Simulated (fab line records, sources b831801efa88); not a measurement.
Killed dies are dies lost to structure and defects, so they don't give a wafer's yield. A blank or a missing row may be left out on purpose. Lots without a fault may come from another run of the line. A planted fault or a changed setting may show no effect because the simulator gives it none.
Which tool did it? | flow gf180mcu | 12 lots, 34 wafers sampled, at 6 steps of a route of 602

WHAT THE GAUGES READ, wafer by wafer
GF_SALICIDE_RS_MEAS_04: measures by four-point-probe.
lot  | measured     | on            | SALICIDE_TIN_RS (ohm/sq)
L159 | day 14 21:05 | film_metro-04 | 16.1 16.1 16.7
L160 | day 15 10:57 | film_metro-03 | 16.7 16.1 16.6
L162 | day 15 19:57 | film_metro-04 | 16.0 16.4 15.8
L161 | day 16 02:45 | film_metro-02 | 16.3 16.0 16.8
L163 | day 16 05:19 | film_metro-02 | 15.9 16.0 16.1
L164 | day 16 16:23 | film_metro-02 | 15.9 15.7 15.8
L165 | day 17 15:55 | film_metro-03 | 16.7 16.7 16.3
L172 | day 19 19:14 | film_metro-03 | 16.1 15.6
L173 | day 20 03:05 | film_metro-03 | 16.7 16.6
L174 | day 20 10:43 | film_metro-04 | 16.1 15.9 16.1
L176 | day 21 07:28 | film_metro-03 | 16.0 16.2 16.0
L180 | day 22 17:49 | film_metro-04 | 16.9 16.0 16.9

GF_CONTACT_THK_MEAS_01.
lot  | measured     | on            | CONTACT_CVD_00_THK (nm)
L159 | day 14 21:37 | film_metro-02 | 294 295 296
L160 | day 15 11:27 | film_metro-03 | 299 296 302
L162 | day 15 20:34 | film_metro-03 | 301 300 297
L161 | day 16 03:17 | film_metro-01 | 296 299 300
L163 | day 16 05:49 | film_metro-01 | 295 296 300
L164 | day 16 16:53 | film_metro-03 | 297 302 297
L165 | day 17 16:25 | film_metro-01 | 303 299 298
L172 | day 19 19:44 | film_metro-01 | 304 300
L173 | day 20 03:47 | film_metro-03 | 304 303
L174 | day 20 11:13 | film_metro-01 | 304 302 303
L176 | day 21 08:00 | film_metro-03 | 298 298 298
L180 | day 22 18:20 | film_metro-03 | 296 304 303

GF_CONTACT_THK_MEAS_03.
lot  | measured     | on            | CONTACT_CVD_02_THK (nm)
L159 | day 14 21:44 | film_metro-01 | 862 883 872
L160 | day 15 11:35 | film_metro-02 | 868 877 874
L162 | day 15 20:41 | film_metro-01 | 850 859 854
L161 | day 16 03:25 | film_metro-01 | 854 866 880
L163 | day 16 05:56 | film_metro-03 | 873 893 892
L164 | day 16 17:01 | film_metro-01 | 834 851 872
L165 | day 17 16:33 | film_metro-03 | 852 827 859
L172 | day 19 19:52 | film_metro-03 | 635 850
L173 | day 20 03:55 | film_metro-01 | 645 882
L174 | day 20 11:21 | film_metro-03 | 626 871 864
L176 | day 21 08:08 | film_metro-03 | 858 855 846
L180 | day 22 18:28 | film_metro-01 | 855 858 865

GF_CONTACT_THK_MEAS_26: measures by xrf.
lot  | measured     | on            | CONTACT_W_THK (nm)
L159 | day 15 20:02 | film_metro-03 | 296 299 294
L160 | day 16 10:14 | film_metro-03 | 306 308 299
L162 | day 16 20:20 | film_metro-02 | 310 307 313
L161 | day 17 03:23 | film_metro-02 | 299 297 298
L163 | day 17 06:36 | film_metro-02 | 300 299 297
L164 | day 17 18:15 | film_metro-02 | 303 301 304
L165 | day 18 17:33 | film_metro-03 | 301 299 301
L172 | day 20 21:15 | film_metro-01 | 304 309
L173 | day 21 05:01 | film_metro-01 | 301 304
L174 | day 21 12:28 | film_metro-03 | 300 290 298
L176 | day 22 08:43 | film_metro-03 | 304 298 300
L180 | day 23 19:08 | film_metro-03 | 294 294 297

WHICH TOOL RAN EACH LOT (tool, then ch and the chambers of the sampled wafers, then the start)
lot  | GF_CONTACT_CVD_02               | GF_CONTACT_CMP_04
L159 | pecvd-04 ch 1,2, day 14 21:40   | cmp-01 ch 1,2,3, day 14 21:57
L160 | pecvd-01 ch 1,2, day 15 11:29   | cmp-02 ch 2,3, day 15 11:40
L162 | pecvd-02 ch 0,2, day 15 20:37   | cmp-01 ch 1,2,3, day 15 20:45
L161 | pecvd-01 ch 0,2, day 16 03:20   | cmp-01 ch 0,1,3, day 16 03:33
L163 | pecvd-01 ch 1,2, day 16 05:51   | cmp-01 ch 2,3, day 16 05:59
L164 | pecvd-02 ch 0,1, day 16 16:56   | cmp-01 ch 0,1,2, day 16 17:07
L165 | pecvd-04 ch 0,1,2, day 17 16:28 | cmp-02 ch 1,2, day 17 16:39
L172 | pecvd-04 ch 0,1, day 19 19:46   | cmp-02 ch 1,3, day 19 19:57
L173 | pecvd-04 ch 1,2, day 20 03:49   | cmp-01 ch 0,1, day 20 04:08
L174 | pecvd-04 ch 0,1, day 20 11:16   | cmp-01 ch 0,1,2, day 20 11:30
L176 | pecvd-02 ch 0,1,2, day 21 08:04 | cmp-01 ch 0,1,2, day 21 08:11
L180 | pecvd-02 ch 0,1,2, day 22 18:24 | cmp-02 ch 0,2,3, day 22 18:38
- GF_CONTACT_CVD_02: deposits SiO2 from TEOS, target thk 860 nm, time 95.992 s.
- GF_CONTACT_CMP_04: polishes SiO2.

WHAT THE TOOLS THEMSELVES READ (means of the sampled wafers that have a number; where no wafer has one, the mark that the record gives instead)
GF_CONTACT_CVD_02.
lot  | tool     | heater_power_w (W)
L159 | pecvd-04 | 566
L160 | pecvd-01 | 710
L162 | pecvd-02 | 674
L161 | pecvd-01 | 807
L163 | pecvd-01 | 725
L164 | pecvd-02 | 585
L165 | pecvd-04 | 650
L172 | pecvd-04 | 708
L173 | pecvd-04 | 556
L174 | pecvd-04 | 708
L176 | pecvd-02 | 621
L180 | pecvd-02 | 682

GF_CONTACT_CMP_04.
lot  | tool   | motor_current_A (A) | time_to_endpoint_s (s)
L159 | cmp-01 | 11.6                | 113
L160 | cmp-02 | 11.5                | 116
L162 | cmp-01 | 12.0                | 104
L161 | cmp-01 | 12.3                | 107
L163 | cmp-01 | 12.8                | 120
L164 | cmp-01 | 11.7                | 104
L165 | cmp-02 | 12.0                | 102
L172 | cmp-02 | 10.8                | 68
L173 | cmp-01 | 11.3                | 70
L174 | cmp-01 | 11.7                | 76
L176 | cmp-01 | 11.9                | 101
L180 | cmp-02 | 12.1                | 109

THE ANSWER, worked out from the rows above alone
Rule: what is usual is taken from the lots themselves. Put in order of their means at a reading, lots are off if they are a third of the lots or fewer, leave a main group of 4 or more, and stand apart from it by a gap of 3 or more times the standard deviation of the main group's means; of several such gaps the widest counts. A main group whose means are all the same, to the digits that the tables above print for the reading, isn't used. A lot without any number at a reading at which 4 lots or more have one is off too. The other lots that the step has rows for count as sound. The gauges are gone through in route order, then the tools' own readings, and for those a lot's mean is taken as printed above. The first step at which some lot is off is used, and at that step the reading that is off furthest; a lot without a number counts as furthest.
Off: L172, L173, L174, at GF_CONTACT_THK_MEAS_03 (CONTACT_CVD_02_THK). The main group: mean 863 nm, standard deviation 12.
A tool fits if, at a process step before that reading, it ran every lot that is off, and no sound lot after the first of them. The gauges at GF_CONTACT_THK_MEAS_03 aren't tried: what is off there is off at GF_CONTACT_CMP_04 too, on other tools, and a gauge's error can't cause that. One fits: pecvd-04 at GF_CONTACT_CVD_02. Its last sound lot is L165 (day 17 16:28), its first lot that is off L172 (day 19 19:46): a fault that began between those two fits.

WHAT THE SIMULATOR HAD PUT IN
Process parameter drift: pecvd-04, from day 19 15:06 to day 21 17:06, at GF_CONTACT_CVD_02. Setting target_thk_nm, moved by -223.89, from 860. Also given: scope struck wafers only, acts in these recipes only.
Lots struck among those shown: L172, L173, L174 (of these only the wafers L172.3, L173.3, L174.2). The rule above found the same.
